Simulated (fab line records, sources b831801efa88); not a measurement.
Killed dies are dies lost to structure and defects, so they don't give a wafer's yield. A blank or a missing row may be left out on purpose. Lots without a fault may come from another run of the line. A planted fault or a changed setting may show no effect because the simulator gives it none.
Chamber matching | flow sky130 | SKY_POLY_CUT_ETCH_10 on rie_diel-02: 4 sister chambers
The step etches BARC in N2/H2, stops on SiO2, time 45.9 s, target depth 60 nm. 14 wafers are shown with their chamber, then 7 later ones without.

WAFERS WITH THEIR CHAMBER
wafer  | chamber | drypump_motor_current_A (A) | oes_product_au (a.u.) | throttle_valve_pct (%)
L143.2 | 3       | 5.0                         | 0.862                 | 13.220
L143.3 | 1       | 5.9                         | 0.854                 | 13.226
L143.4 | 2       | 5.6                         | 0.856                 | 13.229
L144.3 | 2       | 5.6                         | 0.853                 | 13.223
L144.5 | 2       | 5.6                         | 0.854                 | 13.208
L144.6 | 3       | 5.0                         | 0.850                 | 13.232
L153.3 | 0       | 5.8                         | 0.857                 | 13.226
L153.4 | 0       | 5.8                         | 0.864                 | 13.243
L153.5 | 2       | 5.6                         | 0.860                 | 13.225
L155.4 | 0       | 5.9                         | 0.858                 | 13.210
L155.5 | 2       | 5.6                         | 0.857                 | 13.227
L155.6 | 1       | 5.9                         | 0.859                 | 13.226
L163.2 | 3       | 5.0                         | 0.860                 | 13.221
L163.3 | 2       | 5.6                         | 0.847                 | 13.229

SIGNATURES (means of the wafers above)
reading                 | chamber 0 | chamber 1 | chamber 2 | chamber 3 | scatter within a chamber
drypump_motor_current_A | 5.833     | 5.900     | 5.600     | 5.000     | 0.0258
oes_product_au          | 0.85967   | 0.85650   | 0.85450   | 0.85733   | 0.0047
throttle_valve_pct      | 13.22633  | 13.22600  | 13.22350  | 13.22433  | 0.00974
Rule: a wafer's distance from a chamber is the root of the sum, over the readings, of the square of ((its reading less the chamber's mean) divided by the reading's scatter). The wafer belongs to the nearest chamber; if the next one is less than 2 further off, it can't be placed. The scatter: the root of (the sum of the squares of (reading less its chamber's mean) over the shown wafers, divided by (wafers less chambers)).

WAFERS WITHOUT THEIR CHAMBER
wafer  | drypump_motor_current_A (A) | oes_product_au (a.u.) | throttle_valve_pct (%)
L163.6 | 5.0                         | 0.855                 | 13.241
L165.1 | 5.0                         | 0.854                 | 13.225
L165.3 | 5.9                         | 0.856                 | 13.217
L165.4 | 5.9                         | 0.854                 | 13.222
L166.2 | 5.9                         | 0.861                 | 13.229
L166.3 | 5.9                         | 0.858                 | 13.230
L166.6 | 5.0                         | 0.842                 | 13.230

WHICH CHAMBER EACH WENT THROUGH
wafer  | from the rows above     | in truth
L163.6 | 3                       | 3
L165.1 | 3                       | 3
L165.3 | can't be placed: 1 or 0 | 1
L165.4 | 1                       | 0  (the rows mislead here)
L166.2 | can't be placed: 1 or 0 | 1
L166.3 | 1                       | 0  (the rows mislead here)
L166.6 | 3                       | 3
Placed correctly: 3 of 7. Can't be placed from these rows: 2 (the true chamber is among the candidates in 2). Placed wrongly: 2.
